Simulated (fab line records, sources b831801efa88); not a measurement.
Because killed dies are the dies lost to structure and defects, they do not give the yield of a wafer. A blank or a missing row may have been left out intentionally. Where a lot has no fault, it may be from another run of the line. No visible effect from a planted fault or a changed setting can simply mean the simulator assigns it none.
A struck lot beside a sound one -- flow sky130 -- 15 steps out of a route of 708
Sound: wafers L230.1, L230.3, L230.6. Struck: wafer L231.2 (left out: L231.3, L231.4 of the same lot, which were not struck); the cause appears at the end.
For every step that has rows: the tool of each side, followed by ch and its chambers, followed by its first start. Under that, the readings that differ: sound wafers -- struck wafers -- difference of the means -- sigmas: that difference in standard deviations of wafers without a fault.
alike: readings with means less than 2 such deviations apart, plus words and numbers identical on both sides. not compared: withheld readings, readings lacking a value on some wafer, bounds such as >300 that could conceal the same value, and numbers that have no deviation in the record and whose values overlap.
Wherever a step has rows on one side only, a row that says differs or no value, or a row with sigmas, the two part there. Non-overlapping numbers with no deviation appear without sigmas and do not part them. A reading missing from all wafers of one side parts the sides only when that side holds two or more wafers.

SKY_FIELD_ISO_ETCH_15: etches the open film in CHF3/O2, stops on Si, target depth 180 nm, time 72 s.
  sound on rie diel-03 ch 1,3, day 4 04:32; struck on rie diel-01 ch 3, day 4 08:26
  alike: drypump motor current A, oes product au, throttle valve pct
  not compared: rf hours counter h
SKY_FIELD_ISO_STRIP_16: strips in O2/N2.
  sound on plasma asher-01 ch 0,1, day 4 04:35; struck on plasma asher-01 ch 0, day 4 08:29
  alike: drypump motor current A, oes product au, strip time to endpoint s
  not compared: rf hours counter h
SKY_FIELD_ISO_ETCH_17: etches Si in HBr/Cl2/O2, target depth 342 nm, time 97.7 s.
  sound on rie si-01 ch 2,3, day 4 04:41; struck on rie si-02 ch 2, day 4 08:35
  alike: drypump motor current A, oes product au, throttle valve pct
  not compared: rf hours counter h
then, 5 steps without rows for these wafers: SKY_FIELD_ISO_WET_ETCH_18 (etches Si3N4 in H3PO4, target depth 25 nm, time 286 s); SKY_FIELD_ISO_CLEAN_19 (cleans in SC1/SC2, time 150 s); SKY_FIELD_ISO_CLEAN_20 (cleans in dHF, time 20 s); SKY_FIELD_ISO_WET_ETCH_21 (etches SiO2 in dHF, target depth 20 nm, time 400 s); SKY_FIELD_ISO_OXIDATION_22 (stabilise 600 s, purge 300 s, target thk 10 nm).
SKY_FIELD_ISO_THK_MEAS_23:
  sound: film metro-04 at day 4 07:31; struck: film metro-02 at day 4 10:24
  alike: FIELD_ISO_OXIDATION_01_THK
then, 1 step without rows for these wafers: SKY_FIELD_ISO_CVD_24 (deposits SiO2, target thk 595 nm, time 99.2 s).
SKY_FIELD_ISO_THK_MEAS_25:
  sound: film metro-03 at day 4 07:39; struck: film metro-03 at day 4 10:32
reading,sound,struck,difference,sigmas
FIELD_ISO_CVD_24_THK (nm),604 583 581,609,+20,+3
then, 1 step without rows for these wafers: SKY_FIELD_ISO_ANNEAL_26 (time 1800 s).
SKY_FIELD_ISO_CMP_27: polishes, stops on Si3N4, t overpolish 16 s, target thk 457.8 nm.
  sound on cmp-01 ch 1,2,3, day 4 09:16; struck on cmp-02 ch 0, day 4 12:08
reading,sound,struck,difference,sigmas
slurry filter dp kPa (kPa),13.61 13.67 13.62,13.28,-0.35,-3
time to endpoint s (s),118 114 116,69,-47,-13
  alike: motor current A, overpolish run s
then, 1 step without rows for these wafers: SKY_FIELD_ISO_WET_ETCH_28 (etches SiO2 in dHF, target depth 23.7 nm, time 47 s).
-- a jump in the record: the struck wafers' starts before and after are 44 days apart (it breaks off in module FIELD_ISO and resumes in module PAD_OPEN, where the first step shown is number 708 of the route) --
SKY_PAD_OPEN_PROBE_99:
  sound: prober-01 at day 48 03:38; struck: prober-02 at day 48 03:34
  alike: killed_at_M0_to_M3, killed_at_M4_up, killed at contacts, killed at front end, killed at other, killed dies, killed open, killed short

== WHERE THEY PART ==
First at SKY_FIELD_ISO_THK_MEAS_25; last, within this record, at SKY_FIELD_ISO_CMP_27. Later steps at which nothing parts them and some readings are alike: SKY_PAD_OPEN_PROBE_99.

WHY: the cause the simulator had injected
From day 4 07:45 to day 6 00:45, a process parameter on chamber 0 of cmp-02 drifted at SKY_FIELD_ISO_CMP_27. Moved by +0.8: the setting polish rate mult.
